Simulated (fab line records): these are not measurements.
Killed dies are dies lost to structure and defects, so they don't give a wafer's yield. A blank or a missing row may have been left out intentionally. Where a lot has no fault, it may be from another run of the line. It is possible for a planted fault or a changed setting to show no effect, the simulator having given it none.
Problem report in the 8D (eight disciplines) form, filled by code	flow gf180mcu	the parts of the form that need people (team, actions taken, sign-off) are left out

1. WHAT IS WRONG
killed_at_contacts at GF_PASSIVATION_PROBE_99 reads a mean of 33.7 on 6 wafers of 2 lots; wafers without a fault read 5.9 with a standard deviation of 2.7. Relative to the usual mean, that is a shift of +10 standard deviations.
First observed at day 34 05:24: wafer L785.2, on prober-02. The record has a number at this step for 12 wafers belonging to 4 lots. Rule for "out", or "out of limits": more than 4 standard deviations from the usual mean. All remaining wafers that have a number are taken as sound.

2. WHAT IT IS, WHAT IT ISN'T
question	is	is not
which readings at this step	killed_at_contacts	killed_at_M0_to_M3, killed_at_other, killed_open
which lots	L785, L786	L777, L779
which wafers of those lots	all that have a number	-
read on which tools	prober-01, prober-02	-
when	from day 34 05:24	up to then (6 sound wafers)

3. WHAT RULES OUT EACH SUSPECT
Counting: a tool at a process step up to the reading stays a suspect if it ran every lot that is out and no sound lot after the first of them.
- pvd_sputter-03 at GF_CONTACT_SPUTTER_22 (material Ti, target thk 15 nm, time 80.02 s): kept. It ran every lot that is out, first L785 (day 22 20:14), and no sound lot after that; its last sound lot up to then is L779 (day 20 19:30).
- rie_diel-04 at GF_V4_ETCH_17 (etches SiO2 in C4F8/O2/Ar, stops on TiN, target depth 630 nm): kept. It ran every lot that is out, first L785 (day 30 06:02), and no sound lot after that. GF_V4_ETCH_17 gives no start for some lots, so the hours and the order of its lots are those of GF_V4_SPUTTER_21.
- pvd_sputter-01 at GF_V4_SPUTTER_21 (material Ti, target thk 15 nm, time 80.02 s): kept. It ran every lot that is out, first L785 (day 30 06:02), and no sound lot after that; its last sound lot up to then is L779 (day 28 13:02).
pvd_sputter-03 at GF_CONTACT_SPUTTER_22, rie_diel-04 at GF_V4_ETCH_17 and pvd_sputter-01 at GF_V4_SPUTTER_21 are what is left after counting.

4. THE CAUSE (what the simulator had put in)
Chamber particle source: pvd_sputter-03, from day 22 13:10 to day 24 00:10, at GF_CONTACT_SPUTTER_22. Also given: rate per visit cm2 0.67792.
Of the 3 suspects that counting leaves, this tool is one.

5. THE CHAIN OF EFFECTS, in route order
Each row: a reading where the mean over the struck wafers with a number is more than 3 standard deviations away from the usual. Scope: only readings with a usual standard deviation given in the record; hours: median across lots of the time from each lot's start at the first step in this table that gives one to its start at this step; sigmas: change in usual standard deviations.
hours	step	reading	usual	on struck wafers	change	sigmas
0	GF_PASSIVATION_PROBE_99	killed_at_contacts	5.9	33.7	+27.8	+10
0	GF_PASSIVATION_PROBE_99	killed_dies	46	78	+32	+4.6
0	GF_PASSIVATION_PROBE_99	killed_on_rim	9	18	+9	+3.1
It contains these process steps:
- GF_PASSIVATION_PROBE_99

6. HOW IT WOULD HAVE BEEN CAUGHT EARLIER
The fault began at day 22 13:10; the first out-of-limits reading in this record came at day 34 05:24, 280 hours later.
Tool readings at GF_CONTACT_SPUTTER_22 with a usual standard deviation given in the record: none out on any struck wafer, hence no alarm at a limit of 4 standard deviations on them.
Lots out: 2; all had begun GF_CONTACT_SPUTTER_22 on pvd_sputter-03 by day 34 05:24. Had the tool been put on hold then, not one of them would have been saved.
